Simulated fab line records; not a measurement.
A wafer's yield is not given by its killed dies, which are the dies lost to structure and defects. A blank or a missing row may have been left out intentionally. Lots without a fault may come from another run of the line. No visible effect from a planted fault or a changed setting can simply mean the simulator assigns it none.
A struck lot beside a sound one | flow sky130 | 15 out of 708 route steps
Sound: the wafers L812.2, L812.4, L812.5. Struck: wafers L824.1, L824.3, L824.6. The cause is given at the end.
For every step that has rows: the tool of each side, followed by ch and its chambers, followed by its first start. Under that, the readings that differ: sound wafers | struck wafers | difference of the means | sigmas: that difference in standard deviations of wafers without a fault.
alike: readings with means less than 2 such deviations apart, plus words and numbers identical on both sides. not compared: withheld readings, readings lacking a value on some wafer, bounds such as >300 that could conceal the same value, and numbers that have no deviation in the record and whose values overlap.
The two part at a step that has a row with sigmas, a row that says differs or no value, or rows on one side only. Non-overlapping numbers with no deviation appear without sigmas and do not part them. A reading missing from all wafers of one side parts the sides only when that side holds two or more wafers.

first, 8 steps without rows for these wafers: SKY_METAL4_DEHYDRATE_05 (time 60 s); SKY_METAL4_HMDS_06 (prime time 60 s); SKY_METAL4_COAT_07 (resist thk 60 nm); SKY_METAL4_COAT_08 (resist thk 1140 nm); SKY_METAL4_SOFTBAKE_09 (time 90 s); SKY_METAL4_EXPOSE_10 (exposes mask MM4, target cd 300 nm); SKY_METAL4_PEB_11; SKY_METAL4_DEVELOP_12 (develop time 60 s).
SKY_METAL4_CD_MEAS_13: target cd 300 nm.
  sound on cdSem-02, day 42 13:52; struck on cdSem-01, day 45 20:14
  alike: cdNm
SKY_METAL4_OVL_MEAS_14:
  sound on overlay-01, day 42 13:58; struck on overlay-02, day 45 20:22
  alike: METAL4_OVL
SKY_METAL4_DESCUM_15: chemistry O2, time 8 s.
  sound on rieMetal-04 ch 0,1, day 42 14:00; struck on rieMetal-02 ch 0,1, day 45 20:24
  alike: drypumpMotorCurrentA, heBacksideLeakSccm, oesProductAu
  not compared: rfHoursCounterH
SKY_METAL4_ETCH_16: etches BARC in N2/H2, stops on SiO2, time 88.2 s, target depth 60 nm.
  sound on rieMetal-04 ch 0,1, day 42 14:02; struck on rieMetal-02 ch 0,1, day 45 20:26
  alike: biasW, chamberPressureMTorr, drypumpMotorCurrentA, h2FlowSccm, heBacksideLeakSccm, oesProductAu, throttleValvePct
  not compared: rfHoursCounterH
SKY_METAL4_ETCH_17: etches SiO2 in C4F8/O2/Ar, stops on TiN, time 3.9 s, target depth 15 nm.
  sound on rieDiel-03 ch 1,2, day 42 14:08; struck on rieDiel-01 ch 0,1,2, day 45 20:32
  no value came back on the struck wafers for biasW (W), chamberPressureMTorr (mTorr), oesProductAu (a.u.); on the sound wafers biasW (W) reads 1187 1202 1198
SKY_METAL4_METAL_ETCH_18: etches the open film in Cl2/BCl3, stops on SiO2, target depth 845 nm, time 183.1 s.
  sound on rieMetal-03 ch 0,1, day 42 14:09; struck on rieMetal-03 ch 0,1, day 45 20:33
  alike: bcl3FlowSccm, biasW, drypumpMotorCurrentA, heBacksideLeakSccm, oesProductAu, throttleValvePct
  not compared: rfHoursCounterH
-- the record jumps here: 3 days lie between the struck wafers' starts before and after (it left off in module METAL4 and takes up again in module PAD_OPEN, whose first step shown is number 708 of the route) --
SKY_PAD_OPEN_PROBE_99:
  sound on prober-02, day 46 10:53; struck on prober-02, day 49 08:31
reading                 | sound          | struck         | difference | sigmas
defectLimitedYield (%)  | 82.5 83.5 80.3 | 0 0 0          | -82        | -48
killed_at_M4_up         | 1 5 1          | 397 399 396    | +395       | +99 or more
killedDies              | 86 81 97       | 492 492 492    | +404       | +48
killedOnRim             | 11 18 23       | 96 96 96       | +79        | +20
sort_bin_5_function (%) | 10.6 8.9 10.8  | 94.1 90.9 92.5 | +82.4      | +52
sortNPass               | 406 411 395    | 0 0 0          | -404       | -48
sortYieldPct (%)        | 82.5 83.5 80.3 | 0 0 0          | -82        | -48
  alike: killed_at_M0_to_M3, killedAtContacts, killedAtFrontEnd, killedAtOther, killedOpen, killedShort, sort_bin_3_pad_short, sort_bin_6_memory

WHERE THEY PART
First at SKY_METAL4_ETCH_17; last, within this record, at SKY_PAD_OPEN_PROBE_99.

WHY: what the simulator had put in
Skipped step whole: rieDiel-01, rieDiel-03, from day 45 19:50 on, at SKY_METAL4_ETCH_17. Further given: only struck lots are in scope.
